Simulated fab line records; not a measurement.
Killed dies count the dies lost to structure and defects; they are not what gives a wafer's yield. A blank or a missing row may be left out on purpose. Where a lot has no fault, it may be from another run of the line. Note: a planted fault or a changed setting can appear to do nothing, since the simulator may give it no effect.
fab line records    flow sky130
record lots=11  wafers=31  lastDay=50
route steps=708 shown VT_ADJUST_LVTN@106 VT_ADJUST_NCORE@121 VT_ADJUST_HVTR@138 PAD_OPEN@708
lots that met no fault: from a run of the same line without faults
startH: hours from the record's opening day to when the first of the lot's shown wafers began    waitH: time in hours since the lot's previous step    " the same as in the row above    L1.1+2: one row covering several wafers at once    - no value present, or no start provided    * or withheld: withheld    < > ~ a bound
route shown NAME@n: NAME is a module with steps in the file, n the number in the route of the first one    usual: the fault-free wafers' mean and standard deviation    same: alike in all rows    chamber/n: place in a boat    sites: the reading at each site    _std_site: how widely they spread, as a standard deviation    _edge_site: the outer-site mean with the inner-site mean subtracted    radiusMm: for every site, how far away it sits from the centre of the wafer    mask NAME#n: copy n    behind: tool/chamber where the wafer was last shaped    hold: reason for holding the lot/hours on hold/outcome of the hold    device: the transistor (n, p or np) that didn't switch    end of line: tests of these same wafers at the route's end    where a step has no rows: the recipe by itself    killed: count of dies lost to structure and defects at first sort (not the wafer's yield)    map: shows each die of a wafer: x if killed, . if not, _ if none is there
set.NAME: the setting that was run; set.NAME@STEP: the one run at that earlier step    model.NAME: the simulator's own value behind a step, which no gauge read
steps of the route over a sample of lots; a table a step, a row a wafer
services: from which hour (startH, from the record's first day; less than 0 if before it) a tool's chamber was out of use, for how many hours, and why
## steps
# step SKY_VT_ADJUST_LVTN_STRIP_09
# recipe chemistry=O2/N2  powerW=1400  pressureMtorr=1500  platenTempC=withheld  o2FlowSccm=3000  n2FlowSccm=300  overashFraction=0.5
# usual chamberPressureMTorr=1499.6/1.4  drypumpMotorCurrentA=5.8/0.53  oesProductAu=0.723/0.0043  stripTimeToEndpointS=36.95/0.11
lot.wafer  tool            chamber  startH  waitH  chamberPressureMTorr  drypumpMotorCurrentA  oesProductAu  rfHoursCounterH  stripTimeToEndpointS
L959.1     plasmaAsher-01  1        157.10  0.1    1500.9                5.4                   0.722         4                36.77
L959.4     "               0        "       "      1501.6                6.0                   0.726         -                36.82
L959.6     "               1        "       "      1500.5                5.3                   0.725         -                36.81
L960.3     plasmaAsher-03  0        166.69  0.1    1499.7                6.1                   0.722         -                36.81
L960.4     "               1        "       "      1499.5                5.8                   0.731         -                36.83
L960.5     "               0        "       "      1497.1                6.2                   0.721         -                36.89
L961.2     plasmaAsher-03  0        173.26  0.1    1498.4                6.1                   0.720         46               37.12
L961.5     "               1        "       "      1500.3                5.8                   0.725         -                36.83
L961.6     "               0        "       "      1498.9                6.1                   0.724         -                36.97
L965.1     plasmaAsher-01  0        191.95  0.1    1497.6                6.0                   0.719         8                36.93
L965.4     "               1        "       "      1499.7                5.3                   0.724         -                36.96
L965.5     "               0        "       "      1500.3                6.0                   0.723         -                36.89
L966.4     plasmaAsher-01  1        201.74  0.1    1497.9                5.3                   0.729         -                36.96
L966.5     "               1        "       "      1499.9                5.3                   0.713         -                36.98
L966.6     "               0        "       "      1497.8                6.0                   0.713         -                36.98
L967.1     plasmaAsher-04  0        206.10  0.1    1499.4                6.7                   0.728         39               36.81
L967.2     "               1        "       "      1498.4                5.0                   0.720         39               36.83
L967.4     "               1        "       "      1500.9                5.0                   0.724         -                36.86
L969.2     plasmaAsher-01  0        213.36  0.1    1497.9                5.9                   0.727         10               36.96
L969.3     "               1        "       "      1501.4                5.4                   0.724         -                36.99
L969.4     "               0        "       "      1501.4                5.9                   0.729         -                36.89
L970.2     plasmaAsher-01  1        219.96  0.1    1499.2                5.3                   0.727         11               36.76
L970.4     "               1        "       "      1499.3                5.3                   0.723         -                36.72
L970.5     "               1        "       "      1498.7                5.4                   0.720         -                36.70
L973.3     plasmaAsher-04  0        242.04  0.1    1502.4                6.7                   0.730         -                37.16
L973.4     "               1        "       "      1500.5                5.0                   0.724         -                37.08
L975.2     plasmaAsher-04  1        256.61  0.1    1499.7                5.0                   0.723         44               37.06
L975.5     "               1        "       "      1501.4                5.0                   0.722         -                36.92
L978.2     plasmaAsher-03  1        279.76  0.1    1500.4                5.8                   0.719         56               36.82
L978.4     "               0        "       "      1500.3                6.1                   0.723         -                36.84
L978.6     "               0        "       "      1499.4                6.1                   0.726         -                36.82
# step SKY_VT_ADJUST_NCORE_COAT_02
# recipe resist=NOVOLAK  spinRpm=3000  resistThkNm=1140
lot.wafer   tool           chamber  startH  waitH
L959.1+4+6  lithoTrack-04  0        186.37  0.1
L960.3+4+5  lithoTrack-01  0        196.90  0.1
L961.2+5+6  lithoTrack-02  0        205.50  0.1
L965.1+4+5  lithoTrack-01  0        222.95  0.1
L966.4+5+6  lithoTrack-04  0        235.39  0.1
L967.1+2+4  lithoTrack-02  0        238.52  0.1
L969.2+3+4  lithoTrack-02  0        247.15  0.1
L970.2+4+5  lithoTrack-02  0        254.85  0.1
L973.3+4    lithoTrack-02  0        278.77  0.1
L975.2+5    lithoTrack-02  0        293.30  0.1
L978.2+4+6  lithoTrack-04  0        316.64  0.1
# step SKY_VT_ADJUST_NCORE_CD_MEAS_07
# recipe targetCdNm=380
# usual cdNm=380.0/2.6
lot.wafer  tool      chamber  startH  waitH  hold                     cdNm
L959.1     cdSem-02  -        196.48  0.1    -                        381.0
L959.4     "         -        "       "      -                        380.0
L959.6     "         -        "       "      -                        380.7
L960.3     cdSem-01  -        208.02  0.1    -                        380.1
L960.4     "         -        "       "      -                        379.6
L960.5     "         -        "       "      -                        377.4
L961.2     cdSem-01  -        216.24  0.1    -                        378.2
L961.5     "         -        "       "      -                        376.2
L961.6     "         -        "       "      -                        376.4
L965.1     cdSem-02  -        234.60  0.1    -                        380.9
L965.4     "         -        "       "      -                        383.3
L965.5     "         -        "       "      -                        381.4
L966.4     cdSem-01  -        246.58  0.1    -                        376.8
L966.5     "         -        "       "      -                        373.9
L966.6     "         -        "       "      -                        376.6
L967.1     cdSem-01  -        249.77  0.1    -                        381.5
L967.2     "         -        "       "      -                        381.4
L967.4     "         -        "       "      -                        382.8
L969.2     cdSem-02  -        259.54  0.1    -                        382.1
L969.3     "         -        "       "      -                        383.9
L969.4     "         -        "       "      -                        381.5
L970.2     cdSem-01  -        266.87  0.1    -                        375.5
L970.4     "         -        "       "      -                        378.3
L970.5     "         -        "       "      -                        377.8
L973.3     cdSem-01  -        291.71  0.1    awaitDispo/0.2h/release  385.7
L973.4     "         -        "       "      awaitDispo/0.2h/release  389.0
L973.3     cdSem-01  -        292.00  0.3    -                        385.3
L973.4     "         -        "       "      -                        389.0
L975.2     cdSem-02  -        305.32  0.1    -                        383.2
L975.5     "         -        "       "      -                        390.2
L978.2     cdSem-02  -        330.03  0.1    -                        380.0
L978.4     "         -        "       "      -                        381.7
L978.6     "         -        "       "      -                        379.2
# step SKY_VT_ADJUST_NCORE_STRIP_10
# recipe chemistry=O2/N2  powerW=1400  pressureMtorr=1500  platenTempC=withheld  o2FlowSccm=3000  n2FlowSccm=300  overashFraction=0.5
# usual chamberPressureMTorr=1500.0/1.2  drypumpMotorCurrentA=5.9/0.6  oesProductAu=0.715/0.0044  stripTimeToEndpointS=14.17/0.034
lot.wafer  tool            chamber  startH  waitH  chamberPressureMTorr  drypumpMotorCurrentA  oesProductAu  rfHoursCounterH  stripTimeToEndpointS
L959.1     plasmaAsher-04  1        196.78  0.1    1500.0                5.0                   0.714         38               14.13
L959.4     "               0        "       "      1500.5                6.7                   0.720         -                14.19
L959.6     "               1        "       "      1497.3                5.0                   0.721         -                14.15
L960.3     plasmaAsher-03  1        208.31  0.1    1500.5                5.8                   0.712         -                14.21
L960.4     "               0        "       "      1499.9                6.1                   0.721         -                14.25
L960.5     "               1        "       "      1499.0                5.8                   0.714         -                14.24
L961.2     plasmaAsher-02  1        216.61  0.1    1500.1                5.7                   0.709         53               14.21
L961.5     "               0        "       "      1500.8                5.7                   0.719         -                14.21
L961.6     "               1        "       "      1500.4                5.7                   0.716         -                14.18
L965.1     plasmaAsher-03  1        234.91  0.1    1501.2                5.8                   0.717         52               14.18
L965.4     "               0        "       "      1499.4                6.2                   0.711         -                14.16
L965.5     "               0        "       "      1499.4                6.2                   0.720         -                14.19
L966.4     plasmaAsher-04  0        246.86  0.1    1497.4                6.7                   0.716         -                14.19
L966.5     "               0        "       "      1499.9                6.7                   0.715         -                14.19
L966.6     "               1        "       "      1498.7                5.0                   0.716         -                14.16
L967.1     plasmaAsher-04  0        250.07  0.1    1500.5                6.7                   0.713         43               14.18
L967.2     "               1        "       "      1501.2                5.0                   0.714         43               14.20
L967.4     "               1        "       "      1500.3                4.9                   0.712         -                14.18
L969.2     plasmaAsher-03  1        259.82  0.1    1501.6                5.8                   0.710         54               14.16
L969.3     "               0        "       "      1500.0                6.1                   0.718         -                14.15
L969.4     "               1        "       "      1500.2                5.8                   0.710         -                14.19
L970.2     plasmaAsher-03  0        267.16  0.1    1499.8                6.1                   0.708         55               14.18
L970.4     "               1        "       "      1499.3                5.8                   0.717         -                14.18
L970.5     "               1        "       "      1501.5                5.8                   0.718         -                14.13
L973.3     plasmaAsher-04  1        295.22  0.2    1500.2                5.0                   0.714         -                14.13
L973.4     "               0        "       "      1500.4                6.7                   0.718         -                13.40
L975.2     plasmaAsher-04  0        305.61  0.1    1500.7                6.7                   0.712         49               14.10
L975.5     "               0        "       "      1500.0                6.7                   0.712         -                13.35
L978.2     plasmaAsher-02  1        330.32  0.1    1500.1                5.7                   0.716         64               14.14
L978.4     "               1        "       "      1500.6                5.7                   0.715         -                14.12
L978.6     "               0        "       "      1499.2                5.7                   0.722         -                14.14
# step SKY_VT_ADJUST_HVTR_CD_MEAS_07
# recipe targetCdNm=380
# usual cdNm=379.1/2.5
lot.wafer  tool      chamber  startH  waitH  cdNm
L959.1     cdSem-02  -        218.40  0.1    378.7
L959.4     "         -        "       "      375.3
L959.6     "         -        "       "      376.8
L960.3     cdSem-01  -        230.56  0.1    376.8
L960.4     "         -        "       "      376.1
L960.5     "         -        "       "      376.6
L961.2     cdSem-02  -        238.94  0.1    378.0
L961.5     "         -        "       "      380.0
L961.6     "         -        "       "      377.7
L965.1     cdSem-01  -        257.54  0.1    381.9
L965.4     "         -        "       "      380.2
L965.5     "         -        "       "      382.4
L966.4     cdSem-01  -        270.43  0.1    379.5
L966.5     "         -        "       "      379.6
L966.6     "         -        "       "      379.5
L967.1     cdSem-01  -        273.00  0.1    381.1
L967.2     "         -        "       "      380.8
L967.4     "         -        "       "      377.8
L969.2     cdSem-02  -        283.84  0.1    377.8
L969.3     "         -        "       "      376.4
L969.4     "         -        "       "      375.8
L970.2     cdSem-02  -        291.84  0.1    377.9
L970.4     "         -        "       "      378.0
L970.5     "         -        "       "      375.8
L973.3     cdSem-02  -        316.35  0.1    379.6
L973.4     "         -        "       "      379.6
L975.2     cdSem-02  -        331.90  0.8    379.3
L975.5     "         -        "       "      377.5
L978.2     cdSem-01  -        356.59  0.1    378.1
L978.4     "         -        "       "      379.2
L978.6     "         -        "       "      377.0
# step SKY_VT_ADJUST_HVTR_STRIP_10
# recipe chemistry=O2/N2  powerW=1400  pressureMtorr=1500  platenTempC=withheld  o2FlowSccm=3000  n2FlowSccm=300  overashFraction=0.5
# usual chamberPressureMTorr=1500.0/1.3  drypumpMotorCurrentA=5.7/0.55  oesProductAu=0.715/0.0042  stripTimeToEndpointS=14.17/0.038
lot.wafer  tool            chamber  startH  waitH  chamberPressureMTorr  drypumpMotorCurrentA  oesProductAu  rfHoursCounterH  stripTimeToEndpointS
L959.1     plasmaAsher-01  0        218.71  0.1    1499.8                6.0                   0.716         11               14.21
L959.4     "               0        "       "      1500.0                6.0                   0.722         -                14.26
L959.6     "               1        "       "      1498.5                5.3                   0.723         -                14.23
L960.3     plasmaAsher-02  1        230.85  0.1    1499.7                5.7                   0.716         -                14.26
L960.4     "               0        "       "      1501.5                5.6                   0.711         -                14.25
L960.5     "               0        "       "      1501.7                5.7                   0.715         -                14.20
L961.2     plasmaAsher-01  1        239.22  0.1    1500.6                5.4                   0.718         13               14.17
L961.5     "               0        "       "      1500.6                6.0                   0.711         -                14.21
L961.6     "               1        "       "      1500.9                5.4                   0.723         -                14.16
L965.1     plasmaAsher-01  1        257.85  0.1    1498.6                5.4                   0.718         15               14.17
L965.4     "               0        "       "      1498.0                6.0                   0.717         -                14.16
L965.5     "               1        "       "      1499.3                5.3                   0.714         -                14.13
L966.4     plasmaAsher-04  1        270.71  0.1    1500.4                5.0                   0.720         -                14.11
L966.5     "               0        "       "      1500.9                6.7                   0.721         -                14.12
L966.6     "               1        "       "      1499.5                5.0                   0.722         -                14.16
L967.1     plasmaAsher-04  1        273.31  0.1    1503.6                5.0                   0.714         46               14.12
L967.2     "               0        "       "      1499.9                6.7                   0.720         46               14.13
L967.4     "               0        "       "      1500.9                6.6                   0.712         -                14.12
L969.2     plasmaAsher-04  0        284.13  0.1    1498.9                6.7                   0.719         46               14.23
L969.3     "               1        "       "      1500.9                5.0                   0.715         -                14.19
L969.4     "               0        "       "      1500.3                6.7                   0.714         -                14.21
L970.2     plasmaAsher-02  0        292.12  0.1    1500.8                5.6                   0.713         61               14.17
L970.4     "               1        "       "      1499.4                5.7                   0.709         -                14.24
L970.5     "               0        "       "      1498.5                5.6                   0.710         -                14.24
L973.3     plasmaAsher-04  1        316.65  0.1    1499.4                5.0                   0.715         -                14.10
L973.4     "               0        "       "      1500.9                6.7                   0.714         -                14.09
L975.2     plasmaAsher-02  0        332.19  0.1    1499.1                5.7                   0.708         65               14.20
L975.5     "               1        "       "      1502.2                5.7                   0.715         -                14.14
L978.2     plasmaAsher-01  1        356.88  0.1    1502.4                5.3                   0.723         24               14.14
L978.4     "               0        "       "      1500.1                6.0                   0.718         -                14.17
L978.6     "               1        "       "      1499.1                5.3                   0.709         -                14.19
# step SKY_PAD_OPEN_PROBE_99
# usual killed_at_M0_to_M3=42/6.1  killed_at_M4_up=3.3/1.7  killedAtContacts=25/5.4  killedAtFrontEnd=16/4.6  killedAtOther=0.4/0.55  killedDies=87/8.8  killedOpen=47/7.1  killedShort=40/5.8
# same grossDies=492  killedAtBackSide=0
lot.wafer  tool       chamber  startH   waitH  hold                     killed_at_M0_to_M3  killed_at_M4_up  killedAtContacts  killedAtFrontEnd  killedAtOther  killedDies  killedOpen  killedShort
L959.1     prober-01  -        1091.58  0.1    -                        54                  6                26                24                0              110         55          55
L959.4     prober-01  -        1091.73  0.2    -                        50                  2                31                15                0              98          58          40
L959.6     prober-01  -        1091.83  0.2    -                        46                  5                17                23                0              91          57          34
L961.2     prober-02  -        1110.67  0.1    -                        46                  4                22                20                1              93          51          42
L961.5     prober-02  -        1110.82  0.2    -                        42                  2                20                16                0              80          41          39
L961.6     prober-02  -        1110.87  0.2    -                        53                  2                19                23                1              98          52          46
L960.3     prober-02  -        1112.95  0.2    -                        38                  2                32                20                0              92          47          44
L960.4     prober-02  -        1113.00  0.2    -                        45                  1                24                23                0              93          50          42
L960.5     prober-02  -        1113.05  0.2    -                        41                  4                28                11                0              84          43          41
L965.1     prober-02  -        1122.43  0.1    -                        50                  2                26                10                1              89          54          34
L965.4     prober-02  -        1122.58  0.2    -                        43                  4                31                8                 2              88          47          39
L965.5     prober-02  -        1122.63  0.2    -                        47                  2                23                10                0              82          36          46
L966.4     prober-02  -        1130.02  0.2    -                        39                  1                32                18                1              91          52          37
L966.5     prober-02  -        1130.07  0.2    -                        38                  3                29                15                0              85          48          35
L966.6     prober-02  -        1130.12  0.2    -                        41                  6                24                20                0              91          51          38
L967.1     prober-02  -        1131.55  0.1    -                        38                  3                24                28                2              95          46          49
L967.2     prober-02  -        1131.60  0.1    -                        46                  6                31                8                 0              91          47          44
L967.4     prober-02  -        1131.70  0.2    -                        46                  4                26                7                 0              83          40          43
L969.2     prober-02  -        1138.90  0.2    -                        54                  2                24                12                0              92          61          31
L969.3     prober-02  -        1138.95  0.3    -                        32                  2                20                25                0              79          40          39
L969.4     prober-02  -        1139.00  0.3    -                        45                  3                19                17                0              84          43          41
L970.2     prober-01  -        1142.34  0.1    -                        43                  3                27                17                1              91          50          41
L970.4     prober-01  -        1142.44  0.2    -                        36                  3                23                13                1              76          38          38
L970.5     prober-01  -        1142.49  0.2    -                        37                  3                28                17                0              85          43          42
L973.3     prober-01  -        1156.51  0.2    awaitDispo/2.1h/release  35                  3                24                14                1              77          37          39
L973.4     prober-01  -        1156.56  0.2    awaitDispo/2.1h/release  46                  2                28                11                0              87          55          32
L975.2     prober-02  -        1162.05  0.1    awaitDispo/2.4h/release  39                  5                17                14                0              75          38          37
L975.5     prober-02  -        1162.20  0.2    awaitDispo/2.4h/release  44                  2                19                14                2              81          47          33
L978.2     prober-01  -        1188.50  0.1    -                        44                  5                28                9                 0              86          56          30
L978.4     prober-01  -        1188.60  0.2    -                        41                  4                17                22                0              84          44          40
L978.6     prober-01  -        1188.70  0.2    -                        43                  4                29                20                1              97          44          53
# killed by level:class
L959.1 VIA1:geometricParticle:open=12 CONTACT:geometricParticle:open=11 FIELD_ISO:geometricParticle:open=7 VIA1:geometricParticle:short=7 FIELD_ISO:geometricParticle:short=6 VIA3:geometricParticle:short=6 VIA3:geometricParticle:open=6 LOCAL_INTERCONNECT:geometricParticle:short=5
L959.4 CONTACT:geometricParticle:open=11 VIA1:geometricParticle:open=10 LI_CONTACT:geometricParticle:open=10 METAL1:geometricParticle:short=8 VIA2:geometricParticle:open=8 CONTACT:geometricParticle:short=7 VIA3:geometricParticle:open=7 FIELD_ISO:geometricParticle:short=5
L959.6 VIA1:geometricParticle:open=16 FIELD_ISO:geometricParticle:open=8 CONTACT:geometricParticle:open=8 VIA3:geometricParticle:open=7 VIA2:geometricParticle:open=5 LI_CONTACT:geometricParticle:open=5 METAL3:geometricParticle:short=5 METAL4:geometricParticle:short=5
L961.2 VIA1:geometricParticle:open=8 LI_CONTACT:geometricParticle:open=8 CONTACT:geometricParticle:open=7 VIA3:geometricParticle:open=6 POLY_GATE:geometricParticle:short=5 LI_CONTACT:geometricParticle:short=5 METAL1:geometricParticle:short=5 METAL2:geometricParticle:short=5
L961.5 CONTACT:geometricParticle:open=6 VIA1:geometricParticle:open=6 METAL2:geometricParticle:short=6 VIA2:geometricParticle:open=6 LI_CONTACT:geometricParticle:open=5 METAL1:geometricParticle:short=5 VIA1:geometricParticle:short=5 FIELD_ISO:geometricParticle:open=4
L961.6 VIA1:geometricParticle:open=11 POLY_GATE:geometricParticle:short=10 METAL2:geometricParticle:short=7 LI_CONTACT:geometricParticle:open=7 CONTACT:geometricParticle:open=7 VIA3:geometricParticle:open=7 VIA2:geometricParticle:open=7 VIA1:geometricParticle:short=6
L960.3 CONTACT:geometricParticle:open=11 LI_CONTACT:geometricParticle:open=8 VIA1:geometricParticle:open=8 VIA1:geometricParticle:short=7 FIELD_ISO:geometricParticle:open=5 FIELD_ISO:geometricParticle:short=5 POLY_GATE:geometricParticle:short=5 CONTACT:geometricParticle:short=5
L960.4 VIA1:geometricParticle:open=13 POLY_GATE:geometricParticle:short=8 CONTACT:geometricParticle:short=8 VIA2:geometricParticle:open=7 LI_CONTACT:geometricParticle:open=7 METAL3:geometricParticle:short=6 CONTACT:geometricParticle:open=6 FIELD_ISO:geometricParticle:short=5
L960.5 CONTACT:geometricParticle:open=11 VIA1:geometricParticle:open=10 CONTACT:geometricParticle:short=6 METAL2:geometricParticle:short=6 VIA2:geometricParticle:open=6 LI_CONTACT:geometricParticle:short=5 METAL1:geometricParticle:short=5 VIA3:geometricParticle:open=5
L965.1 VIA2:geometricParticle:open=11 CONTACT:geometricParticle:open=9 VIA1:geometricParticle:open=9 VIA3:geometricParticle:open=8 LI_CONTACT:geometricParticle:open=7 METAL2:geometricParticle:short=7 VIA1:geometricParticle:short=5 CONTACT:geometricParticle:short=4
L965.4 CONTACT:geometricParticle:open=9 LI_CONTACT:geometricParticle:open=8 LOCAL_INTERCONNECT:geometricParticle:short=8 VIA3:geometricParticle:open=8 VIA3:geometricParticle:short=7 VIA1:geometricParticle:open=6 METAL1:geometricParticle:short=5 POLY_GATE:geometricParticle:short=4
L965.5 VIA2:geometricParticle:open=9 VIA3:geometricParticle:open=8 CONTACT:geometricParticle:open=7 LOCAL_INTERCONNECT:geometricParticle:short=5 METAL1:geometricParticle:short=5 METAL2:geometricParticle:short=5 VIA3:geometricParticle:short=5 POLY_GATE:geometricParticle:short=4
L966.4 CONTACT:geometricParticle:open=12 VIA1:geometricParticle:open=10 VIA3:geometricParticle:open=9 LI_CONTACT:geometricParticle:open=6 CONTACT:geometricParticle:short=6 METAL1:geometricParticle:short=6 POLY_GATE:geometricParticle:open=5 LI_CONTACT:geometricParticle:short=4
L966.5 CONTACT:geometricParticle:open=11 LI_CONTACT:geometricParticle:open=9 VIA2:geometricParticle:open=7 LI_CONTACT:geometricParticle:short=6 VIA1:geometricParticle:open=5 VIA1:geometricParticle:short=4 METAL2:geometricParticle:short=4 VIA2:geometricParticle:short=4
L966.6 VIA1:geometricParticle:open=8 LI_CONTACT:geometricParticle:open=8 CONTACT:geometricParticle:open=6 VIA3:geometricParticle:open=6 VIA2:geometricParticle:open=5 SPACER:geometricParticle:open=4 CONTACT:geometricParticle:short=4 METAL2:geometricParticle:short=4
L967.1 CONTACT:geometricParticle:open=9 VIA1:geometricParticle:open=8 FIELD_ISO:geometricParticle:short=7 POLY_GATE:geometricParticle:open=7 LOCAL_INTERCONNECT:geometricParticle:short=7 METAL2:geometricParticle:short=6 POLY_GATE:geometricParticle:short=5 VIA3:geometricParticle:open=5
L967.2 CONTACT:geometricParticle:open=12 METAL2:geometricParticle:short=11 LI_CONTACT:geometricParticle:open=10 VIA2:geometricParticle:open=6 METAL3:geometricParticle:short=6 VIA1:geometricParticle:open=5 METAL1:geometricParticle:short=5 POLY_GATE:geometricParticle:open=4
L967.4 VIA3:geometricParticle:open=9 LI_CONTACT:geometricParticle:open=8 CONTACT:geometricParticle:short=7 METAL2:geometricParticle:short=7 CONTACT:geometricParticle:open=6 METAL1:geometricParticle:short=5 VIA1:geometricParticle:open=5 METAL3:geometricParticle:short=4
L969.2 VIA1:geometricParticle:open=13 VIA2:geometricParticle:open=10 VIA3:geometricParticle:open=9 LI_CONTACT:geometricParticle:open=8 CONTACT:geometricParticle:open=8 METAL1:geometricParticle:short=6 VIA1:geometricParticle:short=6 FIELD_ISO:geometricParticle:open=5
L969.3 CONTACT:geometricParticle:open=7 VIA1:geometricParticle:open=7 FIELD_ISO:geometricParticle:short=6 POLY_GATE:geometricParticle:short=6 LI_CONTACT:geometricParticle:open=6 VIA3:geometricParticle:short=6 VIA2:geometricParticle:open=5 SPACER:geometricParticle:short=4
L969.4 VIA1:geometricParticle:open=15 VIA1:geometricParticle:short=8 CONTACT:geometricParticle:open=7 POLY_GATE:geometricParticle:short=5 CONTACT:geometricParticle:short=5 VIA3:geometricParticle:open=5 VIA2:geometricParticle:open=4 FIELD_ISO:geometricParticle:open=3
L970.2 VIA1:geometricParticle:open=12 VIA3:geometricParticle:open=10 LI_CONTACT:geometricParticle:open=7 POLY_GATE:geometricParticle:short=6 LOCAL_INTERCONNECT:geometricParticle:short=6 CONTACT:geometricParticle:open=6 VIA2:geometricParticle:open=5 FIELD_ISO:geometricParticle:short=4
L970.4 CONTACT:geometricParticle:short=8 VIA1:geometricParticle:open=8 LI_CONTACT:geometricParticle:open=8 METAL1:geometricParticle:short=8 FIELD_ISO:geometricParticle:short=4 CONTACT:geometricParticle:open=4 VIA2:geometricParticle:open=4 VIA3:geometricParticle:open=3
L970.5 VIA1:geometricParticle:open=9 CONTACT:geometricParticle:open=9 LI_CONTACT:geometricParticle:short=6 FIELD_ISO:geometricParticle:short=5 CONTACT:geometricParticle:short=5 VIA2:geometricParticle:open=5 VIA3:geometricParticle:open=5 LI_CONTACT:geometricParticle:open=4
L973.3 CONTACT:geometricParticle:short=7 CONTACT:geometricParticle:open=7 LI_CONTACT:geometricParticle:open=6 VIA1:geometricParticle:short=6 METAL2:geometricParticle:short=6 VIA2:geometricParticle:open=6 METAL1:geometricParticle:short=5 VIA1:geometricParticle:open=5
L973.4 VIA1:geometricParticle:open=12 CONTACT:geometricParticle:open=10 LI_CONTACT:geometricParticle:open=8 FIELD_ISO:geometricParticle:open=6 VIA2:geometricParticle:open=6 LOCAL_INTERCONNECT:geometricParticle:short=4 VIA1:geometricParticle:short=4 METAL1:geometricParticle:short=4
L975.2 METAL1:geometricParticle:short=9 VIA2:geometricParticle:open=7 LI_CONTACT:geometricParticle:open=6 VIA1:geometricParticle:open=6 CONTACT:geometricParticle:open=5 FIELD_ISO:geometricParticle:open=4 VIA3:geometricParticle:short=4 METAL4:geometricParticle:short=4
L975.5 VIA1:geometricParticle:open=9 LI_CONTACT:geometricParticle:open=6 CONTACT:geometricParticle:open=6 METAL2:geometricParticle:short=6 VIA2:geometricParticle:open=6 VIA3:geometricParticle:open=5 FIELD_ISO:geometricParticle:short=4 POLY_GATE:geometricParticle:open=4
L978.2 CONTACT:geometricParticle:open=18 VIA1:geometricParticle:open=16 METAL2:geometricParticle:short=9 VIA2:geometricParticle:open=8 METAL4:geometricParticle:short=5 POLY_GATE:geometricParticle:open=4 CONTACT:geometricParticle:short=4 LI_CONTACT:geometricParticle:open=3
L978.4 VIA1:geometricParticle:open=11 FIELD_ISO:geometricParticle:short=7 VIA2:geometricParticle:open=7 LI_CONTACT:geometricParticle:open=5 LOCAL_INTERCONNECT:geometricParticle:short=5 POLY_GATE:geometricParticle:short=4 CONTACT:geometricParticle:open=4 VIA1:geometricParticle:short=4
L978.6 POLY_GATE:geometricParticle:short=10 LI_CONTACT:geometricParticle:open=9 VIA1:geometricParticle:open=8 CONTACT:geometricParticle:open=8 LOCAL_INTERCONNECT:geometricParticle:short=6 VIA3:geometricParticle:open=6 VIA2:geometricParticle:open=5 CONTACT:geometricParticle:short=5
## services
tool            chamber  startH  hours  kind
plasmaAsher-04  -        141.15  17.4   repair
plasmaAsher-02  -        157.39  2.8    pm
plasmaAsher-02  -        162.48  1.5    repair
plasmaAsher-02  -        171.59  9.2    repair
plasmaAsher-01  -        260.79  1.0    repair
lithoTrack-02   -        309.27  -      consumableReplace:filter
plasmaAsher-01  -        310.17  1.4    repair
lithoTrack-02   -        330.72  -      consumableReplace:filter
plasmaAsher-03  -        339.92  1.3    repair
plasmaAsher-04  -        351.18  33.7   pm
## key
firstSign step=SKY_VT_ADJUST_NCORE_CD_MEAS_07  reading=visit  direction=added
effect step=SKY_VT_ADJUST_NCORE_CD_MEAS_07  reading=cdNm  direction=up  sigmas=3.6  usual=380.0  struck=389.6
effect step=SKY_VT_ADJUST_NCORE_STRIP_10  reading=stripTimeToEndpointS  direction=down  sigmas=23  usual=*  struck=*
effect step=SKY_PAD_OPEN_PROBE_99  reading=hold  direction=added
metAt SKY_VT_ADJUST_NCORE_COAT_02
struckLots L973,L975
struckWafers L973.4,L975.5
testerLeftOut L973,L975
notActingAt SKY_VT_ADJUST_LVTN_STRIP_09,SKY_VT_ADJUST_HVTR_CD_MEAS_07,SKY_VT_ADJUST_HVTR_STRIP_10
onsetBetween 254.85 278.77
fault kind=processParameterDrift  tool=lithoTrack-02  chamber=-  onsetH=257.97  steps=SKY_VT_ADJUST_NCORE_COAT_02  channel=resistThkNm  offset=-66.836  shape=step  endH=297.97  scope=struckWafersOnly  actsIn=theseRecipesOnly  stated=1140
# testerLeftOut: of these lots the tester's yield and bins aren't shown, on N5 and GAA mostly nor the transistor test; their killed dies are dies lost to structure and defects alone, not to doping, threshold or leakage, so they don't give the yield
